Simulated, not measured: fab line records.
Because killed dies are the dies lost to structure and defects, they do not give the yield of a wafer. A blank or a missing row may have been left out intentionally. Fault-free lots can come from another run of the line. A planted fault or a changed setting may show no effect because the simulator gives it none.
Problem report, 8D (eight disciplines) form, completed by code || flow sky130 || the parts of the form that need people (team, actions taken, sign-off) are left out

## 1. WHAT IS WRONG
killed-at-other at SKY_PAD_OPEN_PROBE_99 reads a mean of 45.7 on 3 wafers of 2 lots; wafers without a fault read 0.3 with a standard deviation of 0.62. That puts it +73 standard deviations away from the usual mean.
Seen first at day 49 06:08 on prober-02, wafer L744.4. The record has a number at this step for 39 wafers belonging to 13 lots. Rule for "out" (also "out of limits"): further than 4 standard deviations from the usual mean. The other wafers with a number count as sound.

## 2. WHAT IT IS, WHAT IT ISN'T
{"question": "which readings at this step", "is": "killed-at-other", "is not": "killed_at_M0_to_M3, killed_at_M4_up, killed-at-contacts, killed-at-front-end, killed-open, killed-short"}
{"question": "which lots", "is": "L744, L745", "is not": "L730, L731, L732, L733, L734, L735, L736, L737, L739, L741, L753"}
{"question": "which wafers of those lots", "is": "L744.4, L744.5, L745.4", "is not": "L744.1, L745.3, L745.6"}
{"question": "read on which tools", "is": "prober-01, prober-02", "is not": "-"}
{"question": "when", "is": "from day 49 06:08", "is not": "up to then (31 sound wafers); but 5 sound wafers of L745, L753 came after"}

## 3. WHAT RULES OUT EACH SUSPECT
Counting: any tool at a process step up to the reading remains a suspect provided it ran every lot that is out. Sound lots after the first of them don't rule it out here, since some wafers of a struck lot are sound.
- plasma-asher-03 at SKY_RES_XHIGH_STRIP_08 (strips in O2/N2): kept. Every lot that is out went through it, the first being L744 (day 31 16:04); the last sound lot it ran before that was L741 (day 31 02:31).
- rie-metal-03 at SKY_METAL5_DESCUM_14 (chemistry O2, time 11 s): kept. Every lot that is out went through it, the first being L744 (day 47 12:01); the last sound lot it ran before that was L737 (day 46 10:40).
- At SKY_RES_XHIGH_STRIP_08 on plasma-asher-03, chamber 0 took the sound wafers of the same lots and chamber 1 took the wafers that are out.
What counting leaves: plasma-asher-03 at SKY_RES_XHIGH_STRIP_08 and rie-metal-03 at SKY_METAL5_DESCUM_14.

## 4. THE CAUSE (what the simulator had put in)
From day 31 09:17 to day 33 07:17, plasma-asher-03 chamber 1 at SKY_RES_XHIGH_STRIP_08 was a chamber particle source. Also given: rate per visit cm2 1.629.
Counting leaves 2 suspects; this tool is one of them.

## 5. THE CHAIN OF EFFECTS, in route order
Rows list readings where the struck wafers' mean (over those with a number) sits beyond 3 standard deviations from the usual. Scope: only readings with a usual standard deviation given in the record; hours: median across lots of the time from each lot's start at the first step in this table that gives one to its start at this step; sigmas: change in usual standard deviations.
{"hours": 0, "step": "SKY_PAD_OPEN_PROBE_99", "reading": "killed-at-other", "usual": 0.3, "on struck wafers": 45.7, "change": "+45.4", "sigmas": "+73"}
{"hours": 0, "step": "SKY_PAD_OPEN_PROBE_99", "reading": "killed-dies", "usual": 88, "on struck wafers": 125, "change": "+37", "sigmas": "+3.9"}
Process steps it contains:
- SKY_PAD_OPEN_PROBE_99

## 6. HOW IT WOULD HAVE BEEN CAUGHT EARLIER
First out-of-limits reading in this record: day 49 06:08, which is 429 hours after fault onset at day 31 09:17.
Of the tool readings at SKY_RES_XHIGH_STRIP_08 for which the record gives a usual standard deviation, none was out on any struck wafer, so an alarm limit of 4 standard deviations on them would not have fired.
The start of SKY_RES_XHIGH_STRIP_08 on plasma-asher-03 came by day 49 06:08 for every one of the lots that are out (2). A hold on the tool at that time would have spared none of them.
